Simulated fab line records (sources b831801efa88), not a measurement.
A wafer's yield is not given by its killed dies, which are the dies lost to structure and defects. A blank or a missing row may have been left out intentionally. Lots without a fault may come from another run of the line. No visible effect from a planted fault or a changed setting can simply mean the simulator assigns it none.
A struck lot beside a sound one ; flow sky130 ; 15 steps out of a route of 708
Sound: these wafers, L390.1, L390.5, L390.6. The struck wafers were L402.1, L402.2, L402.6. The cause is named last.
Per side, at each step with rows, come the tool, then ch with its chambers, and then its first start. Under that, the readings that differ: sound wafers ; struck wafers ; difference of the means ; sigmas: that difference in standard deviations of wafers without a fault.
alike: readings whose means differ by less than 2 such deviations, and words and numbers that are the same on both sides. not compared: withheld readings, readings that some wafer has no value for, bounds like >300 that may hide the same value, and numbers for which the record gives no deviation and whose values overlap.
A row with sigmas, a row that says differs or no value, or rows on one side alone: a step with any of these is where the two part. Numbers that have no deviation but don't overlap get no sigmas and don't part them. A reading missing from all wafers of one side parts the sides only when that side holds two or more wafers.

first, 5 steps without rows for these wafers: SKY_SONOS_TUNNEL_COAT_02 (resist thk 1140 nm); SKY_SONOS_TUNNEL_SOFTBAKE_03 (time 60 s); SKY_SONOS_TUNNEL_EXPOSE_04 (exposes mask TUNM, target cd 410 nm); SKY_SONOS_TUNNEL_PEB_05; SKY_SONOS_TUNNEL_DEVELOP_06 (develop time 60 s).
SKY_SONOS_TUNNEL_CD_MEAS_07: target cd 410 nm.
  sound on cd_sem-01, day 13 21:43; struck on cd_sem-01, day 18 02:21
  alike: cd_nm
SKY_SONOS_TUNNEL_OVL_MEAS_08:
  sound on overlay-01, day 13 21:50; struck on overlay-01, day 18 02:28
  alike: SONOS_TUNNEL_OVL
then, 3 steps without rows for these wafers: SKY_SONOS_TUNNEL_IMPLANT_09; SKY_SONOS_TUNNEL_WET_ETCH_10 (etches SiO2 in dHF, target depth 14 nm, time 280 s); SKY_SONOS_TUNNEL_STRIP_11 (strips in SPM, time 600 s).
SKY_SONOS_TUNNEL_TW_MEAS_12:
  sound on film_metro-02, day 13 22:17; struck on film_metro-02, day 18 02:55
  alike: SONOS_TUNNEL_TW
then, 1 step without rows for these wafers: SKY_SONOS_TUNNEL_CLEAN_13 (cleans in dHF, time 20 s).
SKY_SONOS_ONO_OXIDATION_00: stabilise 600 s, purge 300 s, target thk 2.6 nm.
  sound on furnace-02 ch 0, day 13 23:10; struck on furnace-02 ch 0, day 18 03:43
reading;sound;struck;difference;sigmas
model.SiO2_of_SONOS_ONO_OXIDATION_00.thk_nm (nm);2.591 2.601 2.555;2.94 2.919 2.96;+0.36;
  alike: zone_power_top_pct, zone_power_upper_pct
SKY_SONOS_ONO_THK_MEAS_01:
  sound on film_metro-02, day 14 00:30; struck on film_metro-02, day 18 05:17
reading;sound;struck;difference;sigmas
SONOS_ONO_OXIDATION_THK (nm);2.60 2.62 2.52;2.98 2.89 2.98;+0.37;+6
  not compared: hold
-- record jumps: 32 days separate the struck wafers' starts on either side; left off in module SONOS_ONO, taken up again in module PAD_OPEN, whose first shown step is the route's number 708 --
SKY_PAD_OPEN_PROBE_99:
  sound on prober-02, day 47 16:29; struck on prober-01, day 50 09:18
reading;sound;struck;difference;sigmas
model.etest.cap_ono.gate_log10_a_cm2;-7.973 -7.959 -7.964;-8.319 -8.337 -8.383;-0.381;
model.etest.cap_ono.tox_acc_nm (nm);12.93 12.9 12.92;13.23 13.19 13.28;+0.32;
model.etest.sonos_erased.vt_v (V);-2.273 -2.322 -2.259;-1.99 -2.008 -1.938;+0.31;
model.etest.sonos_baked.vt_less_v (V);-0.4836 -0.5187 -0.5332;-0.4114 -0.353 -0.3856;+0.1285;
  alike: killed_at_M0_to_M3, killed_at_M4_up, killed_at_contacts, killed_at_front_end, killed_at_other, killed_dies, killed_open, killed_short

== WHERE THEY PART ==
SKY_SONOS_ONO_THK_MEAS_01 only, going by this record. Later steps at which nothing parts them and some readings are alike: SKY_PAD_OPEN_PROBE_99.

WHY: the cause the simulator had injected
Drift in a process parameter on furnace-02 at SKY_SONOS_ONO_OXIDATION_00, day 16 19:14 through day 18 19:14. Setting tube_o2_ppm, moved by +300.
